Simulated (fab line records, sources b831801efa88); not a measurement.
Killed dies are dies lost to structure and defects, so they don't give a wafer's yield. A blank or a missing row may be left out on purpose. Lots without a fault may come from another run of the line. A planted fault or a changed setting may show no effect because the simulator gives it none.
A struck lot beside a sound one | flow sfq_line | 24 steps out of a route of 325
Sound: wafers L614.1, L614.3, L614.5. Struck: wafers L621.2, L621.5, L621.6. The cause comes at the end.
At each step with rows: each side's tool, then ch and its chambers, then its first start. Under that, the readings that differ: sound wafers | struck wafers | difference of the means | sigmas: that difference in standard deviations of wafers without a fault.
alike: readings whose means differ by less than 2 such deviations, and words and numbers that are the same on both sides. not compared: withheld readings, readings that some wafer has no value for, bounds like >300 that may hide the same value, and numbers for which the record gives no deviation and whose values overlap.
The two part at a step that has a row with sigmas, a row that says differs or no value, or rows on one side only. Numbers that don't overlap but have no deviation are shown without sigmas and don't part them. A reading that every wafer of one side lacks parts them only if that side has two wafers or more.

SFQ_I5_OVL_MEAS_936:
  sound on overlay-01, day 63 16:35; struck on overlay-01, day 66 14:07
  alike: I5_OVL
SFQ_TRILAYER_I5_BARC_OPEN_VIA_ETCH_200: etches BARC in O2, target depth 125 nm, time 41.7 s.
  sound on rie_diel-03 ch 0,1, day 63 16:37; struck on rie_diel-02 ch 0,1,3, day 66 14:09
  alike: bias_w, chamber_pressure_mTorr, drypump_motor_current_A, oes_product_au
  not compared: rf_hours_counter_h
SFQ_TRILAYER_I5_ETCH_VIA_ETCH_147: etches the open film in CHF3, stops on Nb, target depth 360 nm.
  sound on rie_diel-03 ch 0,1, day 63 16:39; struck on rie_diel-02 ch 0,1,3, day 66 14:11
  alike: bias_w, chamber_pressure_mTorr, drypump_motor_current_A, oes_product_au
SFQ_TRILAYER_I5_STRIP_STRIP_148: strips in O2.
  sound on rie_metal-01 ch 0,1, day 63 16:48; struck on rie_metal-03 ch 0,1, day 66 14:20
  alike: drypump_motor_current_A, oes_product_au, platen_temp_c
  not compared: rf_hours_counter_h
then, 7 steps without rows for these wafers: SFQ_TRILAYER_I5_STRIP_SOLV_CLEAN_149 (cleans in NMP, time 600 s); SFQ_TRILAYER_C5_LITHO_COAT_156 (resist thk 62 nm); SFQ_TRILAYER_C5_LITHO_COAT_151 (resist thk 650 nm); SFQ_TRILAYER_C5_LITHO_SOFTBAKE_155; SFQ_TRILAYER_C5_LITHO_EXPOSE_152 (exposes mask C5, target cd 500 nm); SFQ_TRILAYER_C5_LITHO_PEB_154 (peb time 60 s); SFQ_TRILAYER_C5_LITHO_DEVELOP_153 (time 60 s).
-- the record jumps here: 5 days lie between the struck wafers' starts before and after --
SFQ_C5_OVL_MEAS_937:
  sound on overlay-01, day 68 09:31; struck on overlay-01, day 71 12:31
  alike: C5_OVL
SFQ_TRILAYER_C5_BARC_OPEN_VIA_ETCH_210: etches BARC in O2, target depth 125 nm, time 41.7 s.
  sound on rie_diel-04 ch 0,2, day 68 09:33; struck on rie_diel-02 ch 1,2,3, day 71 12:33
  no value came back on the struck wafers for bias_w (W), chamber_pressure_mTorr (mTorr), drypump_motor_current_A (A), oes_product_au (a.u.); on the sound wafers bias_w (W) reads 79.57 80.34 80.01
  reading                                             | sound             | struck          | difference | sigmas
  model.KrF_of_TRILAYER_C5_LITHO_COAT_151.thk_nm (nm) | 575.6 577.6 576.9 | 622.1 621 620.5 | +44.5      |
  not compared: rf_hours_counter_h
SFQ_TRILAYER_C5_ETCH_VIA_ETCH_154: etches SiO2 in CHF3, stops on Nb, target depth 84 nm.
  sound on rie_diel-04 ch 0,2, day 68 09:35; struck on rie_diel-02 ch 1,2,3, day 71 12:35
  reading                                             | sound             | struck            | difference | sigmas
  oes_product_au (a.u.)                               | 0.898 0.887 0.908 | 0.381 0.382 0.369 | -0.520     | -74
  model.KrF_of_TRILAYER_C5_LITHO_COAT_151.thk_nm (nm) | 561 563.2 562.5   | 608 606.9 606.2   | +45        |
  alike: bias_w, chamber_pressure_mTorr, drypump_motor_current_A
SFQ_TRILAYER_C5_STRIP_STRIP_155: strips in O2.
  sound on rie_metal-01 ch 0,1, day 68 09:38; struck on rie_metal-04 ch 0,1, day 71 12:38
  alike: drypump_motor_current_A, oes_product_au, platen_temp_c
  not compared: rf_hours_counter_h
then, 2 steps without rows for these wafers: SFQ_TRILAYER_C5_STRIP_SOLV_CLEAN_156 (cleans in NMP, time 600 s); SFQ_TRILAYER_M6_DEP_PRE_CLEAN_158 (time 22.5 s).
SFQ_TRILAYER_M6_DEP_SPUTTER_157: material Nb, target thk 200 nm, time 133.3 s.
  sound on pvd_sputter-03, day 68 10:26; struck on pvd_sputter-06, day 71 13:39
  alike: base_pressure_pa, throttle_valve_pct
SFQ_M6_RS_MEAS_938: measures by four-point-probe.
  sound on film_metro-01, day 68 10:32; struck on film_metro-04, day 71 13:46
  reading           | sound             | struck            | difference | sigmas
  M6_NB_RS (ohm/sq) | 0.884 0.889 0.876 | 0.900 0.906 0.904 | +0.020     | +3
then, 3 steps without rows for these wafers: SFQ_TRILAYER_M6_LITHO_COAT_164 (resist thk 62 nm); SFQ_TRILAYER_M6_LITHO_COAT_159 (resist thk 600 nm); SFQ_TRILAYER_M6_LITHO_SOFTBAKE_163.
-- the record jumps here: 4 days lie between the struck wafers' starts before and after --
SFQ_TRILAYER_M6_LITHO_EXPOSE_160: exposes mask M6, target cd 500 nm.
  sound on krf_scanner-02 ch 0, day 73 00:28; struck on krf_scanner-02, day 76 01:10
  no value came back on the struck wafers for exposure_dose_mJ_cm2, focus_offset_nm (nm), na; on the sound wafers exposure_dose_mJ_cm2 reads 14.421 14.416 14.404
  alike: mask
then, 1 step without rows for these wafers: SFQ_TRILAYER_M6_LITHO_PEB_162 (peb time 60 s).

WHERE THEY PART
First at SFQ_TRILAYER_C5_BARC_OPEN_VIA_ETCH_210; last, within this record, at SFQ_TRILAYER_M6_LITHO_EXPOSE_160.

WHY: what the simulator had put in
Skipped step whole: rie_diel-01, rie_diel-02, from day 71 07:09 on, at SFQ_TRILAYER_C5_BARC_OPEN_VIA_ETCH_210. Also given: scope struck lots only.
